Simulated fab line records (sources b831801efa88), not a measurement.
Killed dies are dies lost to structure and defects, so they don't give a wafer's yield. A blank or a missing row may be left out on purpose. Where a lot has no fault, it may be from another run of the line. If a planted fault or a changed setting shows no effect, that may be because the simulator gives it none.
Which of the tools did it? | flow gf180mcu | 12 lots, 36 wafers sampled, at 3 steps of a route of 602

WHAT EACH GAUGE READ, for each wafer
GF_MVPSD_TW_MEAS_11.
lot  | measured     | on            | MVPSD_TW
L742 | day 5 06:26  | film metro-03 | 555 555 555
L745 | day 5 19:47  | film metro-02 | 562 562 562
L746 | day 6 00:00  | film metro-03 | 552 553 554
L747 | day 6 07:23  | film metro-02 | 558 559 558
L748 | day 6 11:41  | film metro-02 | 559 557 558
L753 | day 7 20:46  | film metro-03 | 557 556 554
L756 | day 8 14:07  | film metro-02 | 556 556 558
L757 | day 8 18:58  | film metro-02 | 553 557 557
L758 | day 9 06:48  | film metro-02 | 558 557 555
L759 | day 9 10:10  | film metro-03 | 547 547 553
L764 | day 10 11:34 | film metro-01 | 544 543 542
L765 | day 10 17:58 | film metro-03 | 550 554 552

GF_DUAL_GATE_OVL_MEAS_11.
lot  | measured     | on         | DUAL_GATE_OVL (nm)
L742 | day 8 14:25  | overlay-02 | 2.3 1.4 4.1
L745 | day 9 04:19  | overlay-02 | 0.0 -0.5 -0.7
L746 | day 9 10:59  | overlay-01 | -1.1 0.4 0.6
L747 | day 9 17:44  | overlay-02 | -0.8 -0.4 -0.1
L748 | day 9 22:52  | overlay-01 | - - -
L753 | day 11 12:34 | overlay-02 | -2.4 -0.6 -3.2
L756 | day 12 11:39 | overlay-02 | -1.4 -2.4 -1.1
L757 | day 12 15:32 | overlay-01 | -3.0 -3.8 -3.6
L758 | day 13 06:06 | overlay-01 | 0.2 0.4 -0.1
L759 | day 13 09:16 | overlay-02 | -0.8 -4.3 -3.5
L764 | day 14 17:02 | overlay-02 | -0.5 -0.7 -1.0
L765 | day 14 22:53 | overlay-01 | -1.8 -0.8 -0.1

WHICH TOOL RAN EACH LOT (tool, then ch and the chambers of the sampled wafers, then the start)
lot  | GF_DUAL_GATE_EXPOSE_08
L742 | iline stepper-02 ch 0, day 8 06:29
L745 | iline stepper-01 ch 0, day 8 19:56
L746 | iline stepper-01 ch 0, day 9 02:36
L747 | iline stepper-02 ch 0, day 9 09:17
L748 | iline stepper-02 ch 0, day 9 13:53
L753 | iline stepper-01 ch 0, day 11 02:55
L756 | iline stepper-02 ch 0, day 12 01:42
L757 | iline stepper-02 ch 0, day 12 05:47
L758 | iline stepper-01 ch 0, day 12 20:24
L759 | iline stepper-02 ch 0, day 12 23:42
L764 | iline stepper-01 ch 0, day 14 06:59
L765 | iline stepper-02 ch 0, day 14 12:38
- GF_DUAL_GATE_EXPOSE_08: exposes mask Dualgate, target cd 700 nm.

WHAT THE TOOLS THEMSELVES READ (means of the sampled wafers that have a number; where no wafer has one, the mark that the record gives instead)
GF_DUAL_GATE_EXPOSE_08.
lot  | tool             | reticle temp C (C)
L742 | iline stepper-02 | 22.88
L745 | iline stepper-01 | 23.09
L746 | iline stepper-01 | 23.03
L747 | iline stepper-02 | 22.89
L748 | iline stepper-02 | 22.95
L753 | iline stepper-01 | 23.10
L756 | iline stepper-02 | 23.02
L757 | iline stepper-02 | 23.00
L758 | iline stepper-01 | 23.12
L759 | iline stepper-02 | 23.07
L764 | iline stepper-01 | 22.97
L765 | iline stepper-02 | 22.95

THE ANSWER, worked out from the rows above alone
Rule: the lots themselves supply what counts as usual. Put in order of their means at a reading, lots are off if they are a third of the lots or fewer, leave a main group of 4 or more, and stand apart from it by a gap of 3 or more times the standard deviation of the main group's means; of several such gaps the widest counts. Not used: any main group whose means are identical at the precision the tables above print for the reading. A lot without any number at a reading at which 4 lots or more have one is off too. All remaining lots with rows at the step are treated as sound. After the gauges, taken in route order, come the tools' own readings; for these a lot's mean is taken, as printed above. The first step at which some lot is off is used, and at that step the reading that is off furthest; a lot without a number counts as furthest.
Off: L748, at GF_DUAL_GATE_OVL_MEAS_11 (DUAL_GATE_OVL). Without a number there: L748. The main group: mean -0.9 nm, standard deviation 1.6.
If a tool, at a process step before that reading, ran all the lots that are off and no sound lot after the first of them, it fits. The gauges at GF_DUAL_GATE_OVL_MEAS_11 are tried like those tools. Of those tried, none fits.

WHAT THE SIMULATOR PUT IN
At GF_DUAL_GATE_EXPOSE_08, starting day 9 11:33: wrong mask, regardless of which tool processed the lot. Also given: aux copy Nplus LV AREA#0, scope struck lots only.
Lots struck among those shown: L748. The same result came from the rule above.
